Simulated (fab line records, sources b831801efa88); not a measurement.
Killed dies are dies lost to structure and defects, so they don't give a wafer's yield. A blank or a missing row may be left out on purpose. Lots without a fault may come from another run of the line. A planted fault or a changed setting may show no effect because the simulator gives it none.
Which tool did it? | flow gf180mcu | 13 lots, 39 wafers sampled, at 5 steps of a route of 602

WHAT THE GAUGES READ, wafer by wafer
GF_VT_IMPLANT_TW_MEAS_43.
lot  | measured     | on            | VT_IMPLANT_4_TW
L325 | day 7 16:38  | film_metro-03 | 699 696 697
L326 | day 7 21:05  | film_metro-04 | 675 673 680
L332 | day 9 13:46  | film_metro-03 | 704 699 697
L333 | day 9 21:25  | film_metro-04 | 674 681 678
L335 | day 10 13:20 | film_metro-02 | 694 694 692
L336 | day 10 19:35 | film_metro-04 | 677 677 681
L337 | day 11 01:49 | film_metro-02 | 692 695 689
L339 | day 11 15:59 | film_metro-04 | 677 677 679
L342 | day 12 08:03 | film_metro-04 | 686 683 688
L344 | day 12 19:04 | film_metro-04 | 684 680 682
L345 | day 13 01:25 | film_metro-02 | 695 700 694
L347 | day 13 16:26 | film_metro-04 | 679 678 678
L348 | day 13 23:51 | film_metro-04 | 681 683 679

GF_POLY_GATE_THK_MEAS_01.
lot  | measured     | on            | POLY_GATE_CVD_00_THK (nm)
L325 | day 8 15:14  | film_metro-01 | 199.9 199.2 201.5
L326 | day 8 20:49  | film_metro-01 | 199.6 200.1 199.5
L332 | day 10 14:14 | film_metro-02 | 196.9 197.0 198.2
L333 | day 10 21:33 | film_metro-01 | 199.7 201.0 199.7
L335 | day 11 15:50 | film_metro-02 | 201.5 202.1 201.5
L336 | day 11 21:59 | film_metro-04 | 201.3 202.0 200.8
L337 | day 12 04:49 | film_metro-02 | 196.1 198.0 196.9
L339 | day 12 17:35 | film_metro-01 | 205.7 205.3 204.8
L342 | day 13 10:33 | film_metro-01 | 202.3 202.5 201.6
L344 | day 13 23:52 | film_metro-01 | 202.6 203.6 203.4
L345 | day 14 05:50 | film_metro-04 | 200.6 202.3 200.6
L347 | day 14 20:19 | film_metro-04 | 199.8 200.9 200.8
L348 | day 15 02:42 | film_metro-01 | 201.1 200.9 201.9

GF_HV_LDD_OVL_MEAS_08.
lot  | measured     | on         | HV_LDD_OVL (nm)
L325 | day 10 04:43 | overlay-02 | 4.6 3.7 3.5
L326 | day 10 10:10 | overlay-01 | -1.8 -1.9 -0.1
L332 | day 12 05:42 | overlay-01 | 1.0 1.8 0.5
L333 | day 12 12:33 | overlay-02 | 3.1 2.5 3.3
L335 | day 13 08:40 | overlay-02 | 2.3 3.2 3.8
L336 | day 13 15:00 | overlay-01 | 1.3 2.6 2.7
L337 | day 13 22:26 | overlay-01 | 0.6 0.8 0.8
L339 | day 14 15:52 | overlay-02 | 4.4 3.0 3.6
L342 | day 15 07:41 | overlay-01 | 0.9 -0.9 -0.2
L344 | day 15 20:46 | overlay-01 | -0.1 1.1 0.3
L345 | day 16 02:49 | overlay-02 | 0.8 0.7 1.2
L347 | day 16 17:11 | overlay-02 | 0.8 0.3 2.6
L348 | day 17 03:43 | overlay-02 | 1.2 -0.2 1.0

GF_HV_LDD_CD_MEAS_46: target cd 400 nm.
lot  | measured     | on        | cd_nm (nm)
L325 | day 12 13:13 | cd_sem-02 | 399.5 398.9 399.6
L326 | day 12 18:45 | cd_sem-02 | 399.9 400.9 400.9
L332 | day 14 18:29 | cd_sem-02 | 401.2 400.5 401.8
L333 | day 15 02:34 | cd_sem-01 | 399.6 400.4 400.8
L335 | day 16 00:21 | cd_sem-01 | 398.7 400.2 401.1
L336 | day 16 06:34 | cd_sem-01 | 398.3 398.2 399.2
L337 | day 16 15:38 | cd_sem-01 | 407.4 408.6 405.1
L339 | day 17 09:04 | cd_sem-01 | 408.0 405.5 404.4
L342 | day 18 03:33 | cd_sem-01 | 402.2 400.7 400.6
L344 | day 18 16:41 | cd_sem-02 | 399.8 398.2 396.6
L345 | day 19 00:34 | cd_sem-01 | 400.3 400.4 398.7
L347 | day 19 16:40 | cd_sem-01 | 401.5 397.6 398.9
L348 | day 20 05:27 | cd_sem-01 | 400.1 399.8 399.3

WHICH TOOL RAN EACH LOT (tool, then ch and the chambers of the sampled wafers, then the start)
lot  | GF_HV_LDD_COAT_41
L325 | litho_track-04 ch 0, day 12 04:11
L326 | litho_track-03 ch 0, day 12 09:14
L332 | litho_track-03 ch 0, day 14 08:44
L333 | litho_track-03 ch 0, day 14 15:33
L335 | litho_track-03 ch 0, day 15 13:26
L336 | litho_track-01 ch 0, day 15 19:00
L337 | litho_track-03 ch 0, day 16 04:53
L339 | litho_track-03 ch 0, day 16 21:57
L342 | litho_track-01 ch 0, day 17 15:36
L344 | litho_track-01 ch 0, day 18 05:16
L345 | litho_track-04 ch 0, day 18 11:58
L347 | litho_track-03 ch 0, day 19 04:27
L348 | litho_track-03 ch 0, day 19 16:23
- GF_HV_LDD_COAT_41: resist thk 1000 nm.

WHAT THE TOOLS THEMSELVES READ (means of the sampled wafers that have a number; where no wafer has one, the mark that the record gives instead)
The record holds no such reading with a usual standard deviation.

THE ANSWER, worked out from the rows above alone
Rule: what is usual is taken from the lots themselves. Put in order of their means at a reading, lots are off if they are a third of the lots or fewer, leave a main group of 4 or more, and stand apart from it by a gap of 3 or more times the standard deviation of the main group's means; of several such gaps the widest counts. A main group whose means are all the same, to the digits that the tables above print for the reading, isn't used. A lot without any number at a reading at which 4 lots or more have one is off too. The other lots that the step has rows for count as sound. The gauges are gone through in route order, then the tools' own readings, and for those a lot's mean is taken as printed above. The first step at which some lot is off is used, and at that step the reading that is off furthest; a lot without a number counts as furthest.
Off: L337, L339, at GF_HV_LDD_CD_MEAS_46 (cd_nm). The main group: mean 399.8 nm, standard deviation 0.91.
A tool fits if, at a process step before that reading, it ran every lot that is off, and no sound lot after the first of them. The gauges at GF_HV_LDD_CD_MEAS_46 are tried like those tools. None of those tried fits.

WHAT THE SIMULATOR HAD PUT IN
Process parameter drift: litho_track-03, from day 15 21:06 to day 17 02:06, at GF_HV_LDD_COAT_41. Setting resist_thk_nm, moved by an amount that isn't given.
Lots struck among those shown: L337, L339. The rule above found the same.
